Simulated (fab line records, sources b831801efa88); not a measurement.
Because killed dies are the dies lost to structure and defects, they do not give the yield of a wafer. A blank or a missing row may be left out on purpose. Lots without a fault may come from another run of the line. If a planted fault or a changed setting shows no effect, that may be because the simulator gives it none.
Matching of chambers / flow gf180mcu / rie diel-03 running GF_CONTACT_ETCH_16: 4 sister chambers
The step etches BARC in N2/H2. 18 wafers are shown with their chamber, then 9 later ones without.

WAFERS WITH THEIR CHAMBER
wafer=L791.1; chamber=0; drypump motor current A (A)=6.4; throttle valve pct (%)=13.224; oes product au (a.u.)=0.857
wafer=L791.4; chamber=3; drypump motor current A (A)=4.8; throttle valve pct (%)=13.231; oes product au (a.u.)=0.853
wafer=L791.6; chamber=3; drypump motor current A (A)=4.8; throttle valve pct (%)=13.229; oes product au (a.u.)=0.860
wafer=L792.2; chamber=1; drypump motor current A (A)=5.8; throttle valve pct (%)=13.212; oes product au (a.u.)=0.854
wafer=L792.3; chamber=0; drypump motor current A (A)=6.5; throttle valve pct (%)=13.232; oes product au (a.u.)=0.853
wafer=L792.6; chamber=1; drypump motor current A (A)=5.8; throttle valve pct (%)=13.216; oes product au (a.u.)=0.855
wafer=L793.1; chamber=2; drypump motor current A (A)=5.3; throttle valve pct (%)=13.234; oes product au (a.u.)=0.853
wafer=L793.2; chamber=0; drypump motor current A (A)=6.5; throttle valve pct (%)=13.231; oes product au (a.u.)=0.859
wafer=L793.4; chamber=1; drypump motor current A (A)=5.8; throttle valve pct (%)=13.236; oes product au (a.u.)=0.851
wafer=L796.1; chamber=1; drypump motor current A (A)=5.8; throttle valve pct (%)=13.224; oes product au (a.u.)=0.857
wafer=L796.3; chamber=3; drypump motor current A (A)=4.8; throttle valve pct (%)=13.232; oes product au (a.u.)=0.863
wafer=L796.5; chamber=2; drypump motor current A (A)=5.4; throttle valve pct (%)=13.225; oes product au (a.u.)=0.854
wafer=L805.1; chamber=2; drypump motor current A (A)=5.4; throttle valve pct (%)=13.229; oes product au (a.u.)=0.863
wafer=L805.3; chamber=1; drypump motor current A (A)=5.9; throttle valve pct (%)=13.231; oes product au (a.u.)=0.860
wafer=L805.6; chamber=1; drypump motor current A (A)=5.8; throttle valve pct (%)=13.224; oes product au (a.u.)=0.861
wafer=L804.3; chamber=0; drypump motor current A (A)=6.4; throttle valve pct (%)=13.220; oes product au (a.u.)=0.843
wafer=L804.4; chamber=1; drypump motor current A (A)=5.9; throttle valve pct (%)=13.235; oes product au (a.u.)=0.858
wafer=L804.5; chamber=2; drypump motor current A (A)=5.4; throttle valve pct (%)=13.241; oes product au (a.u.)=0.844

SIGNATURES, as means of the wafers listed above
reading=drypump motor current A; chamber 0=6.450; chamber 1=5.829; chamber 2=5.375; chamber 3=4.800; scatter within a chamber=0.0476
reading=throttle valve pct; chamber 0=13.22675; chamber 1=13.22543; chamber 2=13.23225; chamber 3=13.23067; scatter within a chamber=0.00734
reading=oes product au; chamber 0=0.85300; chamber 1=0.85657; chamber 2=0.85350; chamber 3=0.85867; scatter within a chamber=0.00573
Rule: a wafer's distance from a chamber is the root of the sum, over the readings, of the square of ((its reading less the chamber's mean) divided by the reading's scatter). If the next closest chamber is less than 2 further off than the closest, the wafer can't be placed; otherwise it belongs to the closest. How the scatter is found: for the shown wafers, subtract from each reading the mean of its chamber, square and add these, divide the total by (wafers less chambers), then take the root.

WAFERS WHOSE CHAMBER IS MISSING
wafer=L807.2; drypump motor current A (A)=5.9; throttle valve pct (%)=13.230; oes product au (a.u.)=0.850
wafer=L807.5; drypump motor current A (A)=5.4; throttle valve pct (%)=13.231; oes product au (a.u.)=0.848
wafer=L807.6; drypump motor current A (A)=5.8; throttle valve pct (%)=13.245; oes product au (a.u.)=0.850
wafer=L808.1; drypump motor current A (A)=5.8; throttle valve pct (%)=13.213; oes product au (a.u.)=0.850
wafer=L808.3; drypump motor current A (A)=5.3; throttle valve pct (%)=13.221; oes product au (a.u.)=0.855
wafer=L808.6; drypump motor current A (A)=6.5; throttle valve pct (%)=13.215; oes product au (a.u.)=0.853
wafer=L811.1; drypump motor current A (A)=4.8; throttle valve pct (%)=13.233; oes product au (a.u.)=0.858
wafer=L811.4; drypump motor current A (A)=6.4; throttle valve pct (%)=13.233; oes product au (a.u.)=0.852
wafer=L811.6; drypump motor current A (A)=5.4; throttle valve pct (%)=13.216; oes product au (a.u.)=0.850

WHICH CHAMBER EACH WENT THROUGH
wafer=L807.2; from the rows above=1; in truth=1
wafer=L807.5; from the rows above=2; in truth=2
wafer=L807.6; from the rows above=1; in truth=1
wafer=L808.1; from the rows above=1; in truth=1
wafer=L808.3; from the rows above=2; in truth=2
wafer=L808.6; from the rows above=0; in truth=0
wafer=L811.1; from the rows above=3; in truth=3
wafer=L811.4; from the rows above=0; in truth=0
wafer=L811.6; from the rows above=2; in truth=2
Placed correctly: 9 of 9. Can't be placed from these rows: 0. Number placed wrongly: 0.
